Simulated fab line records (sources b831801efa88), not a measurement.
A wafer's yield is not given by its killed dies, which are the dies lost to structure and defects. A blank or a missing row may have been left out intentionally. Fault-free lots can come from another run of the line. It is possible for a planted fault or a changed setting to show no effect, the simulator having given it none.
Code-filled problem report in 8D (eight disciplines) form / flow sky130 / the parts of the form that need people (team, actions taken, sign-off) are left out

== 1. WHAT WENT WRONG ==
Mean of oes-product-au at SKY_VIA2_ETCH_14: 0.929 a.u. across 2 wafers in 2 lots; on wafers with no fault it is 0.854 a.u. (standard deviation 0.0044). That is +17 standard deviations from the usual mean.
The step: etches BARC in N2/H2, stops on SiO2, time 45.9 s, target depth 60 nm.
Seen first at day 41 19:13 on rie-diel-03, wafer L991.6. The record has a number at this step for 40 wafers belonging to 14 lots. The rule behind "out" and "out of limits": a value lying over 4 standard deviations away from the usual mean. The other wafers with a number count as sound.

== 2. WHAT THIS IS AND IS NOT ==
question=which readings at this step | is=oes-product-au, run-length-s | is not=chamber-pressure-mTorr, drypump-motor-current-A
question=which lots | is=L991, L994 | is not=L973, L974, L975, L976, L979, L980, L981, L982, L983, L984, L985, L986
question=which wafers of those lots | is=L991.6, L994.6 | is not=L991.1, L994.4
question=read on which tools | is=rie-diel-03 | is not=rie-diel-01, rie-diel-04
question=when | is=from day 41 19:13 | is not=up to then (37 sound wafers); but 1 sound wafer of L994 came after

== 3. SUSPECTS, AND WHAT RULES EACH OUT ==
Counting: if a tool at a process step up to the reading ran every lot that is out, it stays a suspect. Sound lots after the first of them don't rule it out here, since some wafers of a struck lot are sound.
- rie-diel-01 at SKY_POLY_CUT_ETCH_11 (etches Si3N4 in CF4/CH2F2/Ar, stops on poly-Si, time 42.5 s, target depth 60 nm): kept. It processed each lot that is out (first: L991, day 30 10:47); up to then, its last sound lot is L984 (day 28 04:05).
- rie-diel-03 at SKY_VIA2_ETCH_14 (etches BARC in N2/H2, stops on SiO2, time 45.9 s, target depth 60 nm): kept. It processed each lot that is out (first: L991, day 41 19:13); up to then, its last sound lot is L985 (day 39 22:26). Out on those wafers are its own readings of oes-product-au, run-length-s.
Remaining after the count are rie-diel-01 at SKY_POLY_CUT_ETCH_11 and rie-diel-03 at SKY_VIA2_ETCH_14.

== 4. THE CAUSE (what the simulator had put in) ==
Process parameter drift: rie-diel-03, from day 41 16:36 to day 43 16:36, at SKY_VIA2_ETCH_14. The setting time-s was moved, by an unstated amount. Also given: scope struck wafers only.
This tool is one of the 2 suspects left after counting.

== 5. THE CHAIN OF EFFECTS, in route order ==
Each row: a reading where the mean over the struck wafers with a number is more than 3 standard deviations away from the usual. Scope: only readings with a usual standard deviation given in the record; hours: median across lots of the time from each lot's start at the first step in this table that gives one to its start at this step; sigmas: change in usual standard deviations.
hours=0; step=SKY_VIA2_ETCH_14; reading=oes-product-au; usual=0.854 a.u.; on struck wafers=0.929; change=+0.075; sigmas=+17
hours=0; step=SKY_VIA2_ETCH_14; reading=run-length-s; usual=74.4 s; on struck wafers=70.8; change=-3.7; sigmas=-7.8
Here are the process steps it includes:
- SKY_VIA2_ETCH_14: etches BARC in N2/H2, stops on SiO2, time 45.9 s, target depth 60 nm.

== 6. HOW IT WOULD HAVE BEEN CAUGHT EARLIER ==
First out-of-limits reading in this record: day 41 19:13, which is 3 hours after fault onset at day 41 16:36.
